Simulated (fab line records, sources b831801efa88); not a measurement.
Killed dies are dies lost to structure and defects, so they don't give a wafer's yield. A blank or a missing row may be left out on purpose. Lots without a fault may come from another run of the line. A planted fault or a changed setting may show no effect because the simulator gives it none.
A struck lot beside a sound one | flow sfq_line | 15 steps out of a route of 325
Sound: wafers L453.2, L453.4, L453.6. Struck: wafers L462.3, L462.4, L462.6. The cause comes at the end.
At each step with rows: each side's tool, then ch and its chambers, then its first start. Under that, the readings that differ: sound wafers | struck wafers | difference of the means | sigmas: that difference in standard deviations of wafers without a fault.
alike: readings whose means differ by less than 2 such deviations, and words and numbers that are the same on both sides. not compared: withheld readings, readings that some wafer has no value for, bounds like >300 that may hide the same value, and numbers for which the record gives no deviation and whose values overlap.
The two part at a step that has a row with sigmas, a row that says differs or no value, or rows on one side only. Numbers that don't overlap but have no deviation are shown without sigmas and don't part them. A reading that every wafer of one side lacks parts them only if that side has two wafers or more.

first, 1 step without rows for these wafers: SFQ_TRILAYER_M4_STRIP_SOLV_CLEAN_098 (cleans in NMP, time 600 s).
SFQ_TRILAYER_I4_DEP_PECVD_099: deposits SiO2 from SiH4/N2O, time 111.11 s, target thk 500 nm.
  sound on pecvd-01 ch 0,2, day 37 08:49; struck on pecvd-01 ch 0,1,2, day 39 12:38
  alike: heater_power_w, susceptor_temp_C, throttle_valve_pct
-- the record jumps here: 3 days lie between the struck wafers' starts before and after --
SFQ_TRILAYER_I4_CMP_CMP_100: polishes SiO2.
  sound on cmp-02 ch 0,1,3, day 39 21:43; struck on cmp-02 ch 1,2, day 42 08:12
  alike: motor_current_A, slurry_filter_dp_kPa, slurry_flow_ml_min, time_to_endpoint_s
SFQ_I4_BOW_MEAS_927:
  sound on film_metro-02, day 40 00:14; struck on film_metro-02, day 42 10:44
  alike: I4_BOW
SFQ_TRILAYER_I4_METRO_MEASURE_101:
  sound on film_metro-02, day 40 00:32; struck on film_metro-02, day 42 11:13
  alike: thk_nm
then, 6 steps without rows for these wafers: SFQ_TRILAYER_I4_VIA_LITHO_COAT_108 (resist thk 62 nm); SFQ_TRILAYER_I4_VIA_LITHO_COAT_103 (resist thk 650 nm); SFQ_TRILAYER_I4_VIA_LITHO_SOFTBAKE_107; SFQ_TRILAYER_I4_VIA_LITHO_EXPOSE_104 (exposes mask I4, target cd 700 nm); SFQ_TRILAYER_I4_VIA_LITHO_PEB_106 (peb time 60 s); SFQ_TRILAYER_I4_VIA_LITHO_DEVELOP_105 (time 60 s).
-- the record jumps here: 4 days lie between the struck wafers' starts before and after --
SFQ_I4_OVL_MEAS_928:
  sound on overlay-02, day 43 20:16; struck on overlay-02, day 46 12:02
  alike: I4_OVL
SFQ_TRILAYER_I4_VIA_BARC_OPEN_VIA_ETCH_146: etches BARC in O2, target depth 125 nm, time 41.7 s.
  sound on rie_diel-01 ch 0,1,3, day 43 20:18; struck on rie_diel-01 ch 0,1,3, day 46 12:04
  reading                                                 | sound                | struck               | difference | sigmas
  chamber_pressure_mTorr (mTorr)                          | 29.946 29.940 29.942 | 30.062 29.997 30.043 | +0.091     | +3
  model.KrF_of_TRILAYER_I4_VIA_LITHO_COAT_103.thk_nm (nm) | 574.8 574.1 569.8    | 586.6 587.5 585.1    | +13.5      |
  alike: drypump_motor_current_A, oes_product_au
  not compared: rf_hours_counter_h
SFQ_TRILAYER_I4_VIA_ETCH_VIA_ETCH_106: etches SiO2 in CHF3, stops on Nb, target depth 260 nm.
  sound on rie_diel-01 ch 0,1,3, day 43 20:20; struck on rie_diel-01 ch 0,1,3, day 46 12:06
  reading                                                 | sound             | struck            | difference | sigmas
  model.KrF_of_TRILAYER_I4_VIA_LITHO_COAT_103.thk_nm (nm) | 530.9 529.8 523.6 | 542.7 544.4 539.2 | +14.0      |
  alike: chamber_pressure_mTorr, drypump_motor_current_A, oes_product_au
SFQ_TRILAYER_I4_VIA_STRIP_STRIP_107: strips in O2.
  sound on rie_metal-02 ch 0, day 43 20:27; struck on rie_metal-04 ch 0,1, day 46 12:25
  alike: chamber_pressure_mTorr, drypump_motor_current_A, he_backside_leak_sccm, oes_product_au
  not compared: rf_hours_counter_h

WHERE THEY PART
Only at SFQ_TRILAYER_I4_VIA_BARC_OPEN_VIA_ETCH_146, within this record. Later steps at which nothing parts them and some readings are alike: SFQ_TRILAYER_I4_VIA_ETCH_VIA_ETCH_106, SFQ_TRILAYER_I4_VIA_STRIP_STRIP_107.

WHY: what the simulator had put in
Process parameter drift: rie_diel-01, from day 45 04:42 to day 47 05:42, at SFQ_TRILAYER_I4_VIA_BARC_OPEN_VIA_ETCH_146. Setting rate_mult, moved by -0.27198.
